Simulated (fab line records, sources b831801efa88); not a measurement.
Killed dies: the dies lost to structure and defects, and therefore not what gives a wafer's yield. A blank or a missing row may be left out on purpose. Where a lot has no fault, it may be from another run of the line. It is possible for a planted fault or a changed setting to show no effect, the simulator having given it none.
A lot that was struck, set against a sound lot	flow sky130	15 out of 708 route steps
Sound: wafers L990.2, L990.3, L990.4. The struck wafers were L107.1, L107.5, L107.6. The cause comes at the end.
Order at every step that has rows: each side's tool, ch and its chambers, its first start. Under that, the readings that differ: sound wafers	struck wafers	difference of the means	sigmas: that difference in standard deviations of wafers without a fault.
alike: same words and numbers on both sides, and readings whose means sit less than 2 such deviations apart. not compared: any withheld reading, any reading some wafer has no value for, any bound like >300 that may hide the same value, and any number with overlapping values for which the record gives no deviation.
Wherever a step has rows on one side only, a row that says differs or no value, or a row with sigmas, the two part there. Numbers that don't overlap but have no deviation are shown without sigmas and don't part them. A reading that every wafer of one side lacks parts them only if that side has two wafers or more.

SKY_METAL1_STRIP_20: strips in O2/N2.
  sound on plasma_asher-04 ch 0,1, day 33 16:47; struck on plasma_asher-01 ch 0,1, day 39 04:02
  alike: drypump_motor_current_A, n2_flow_sccm, oes_product_au, strip_time_to_endpoint_s
  not compared: rf_hours_counter_h
then, 4 steps without rows for these wafers: SKY_METAL1_STRIP_21 (strips in post etch residue remover, time 1200 s); SKY_METAL1_CLEAN_22 (cleans in IPA, time 180 s); SKY_METAL1_CLEAN_23 (cleans in O3/DIW); SKY_VIA1_HDPCVD_00 (deposits SiO2, target thk 1030 nm, time 171.7 s).
SKY_VIA1_THK_MEAS_01:
  sound on film_metro-03 at day 33 17:30; struck on film_metro-01 at day 39 04:49
  alike: VIA1_HDPCVD_THK
SKY_VIA1_CMP_02: polishes SiO2.
  sound on cmp-01 ch 0,2,3, day 33 17:33; struck on cmp-02 ch 2,3, day 39 04:52
  alike: motor_current_A
SKY_VIA1_BOW_MEAS_03:
  sound on film_metro-01 at day 33 17:52; struck on film_metro-02 at day 39 05:10
  alike: VIA1_BOW
then, 4 steps without rows for these wafers: SKY_VIA1_DEHYDRATE_04 (time 60 s); SKY_VIA1_HMDS_05 (prime time 60 s); SKY_VIA1_COAT_06 (resist thk 60 nm); SKY_VIA1_COAT_07 (resist thk 450 nm).
SKY_VIA1_SOFTBAKE_08: time 90 s.
  sound on litho_track-04 ch 0, day 34 07:00; struck on litho_track-03 ch 0, day 39 18:00
reading	sound	struck	difference	sigmas
heater_power_total_W (W)	57.54 57.35 57.34	58.33 58.38 58.32	+0.93	+8
run_length_s (s)	119.14 119.07 119.39	113.80 113.89 113.88	-5.34	-53
  alike: exhaust_pa
then, 1 step without rows for these wafers: SKY_VIA1_EXPOSE_09 (exposes mask VIM, target cd 150 nm).
SKY_PAD_OPEN_PROBE_99:
  rows exist in the record for the sound wafers here (prober-01, day 46 08:07), none for the struck ones

## WHERE THEY PART
At SKY_VIA1_SOFTBAKE_08 first; at SKY_PAD_OPEN_PROBE_99 last (within this record only).

WHY: the cause the simulator had injected
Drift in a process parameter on litho_track-03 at SKY_VIA1_SOFTBAKE_08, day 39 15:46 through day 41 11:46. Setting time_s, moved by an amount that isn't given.
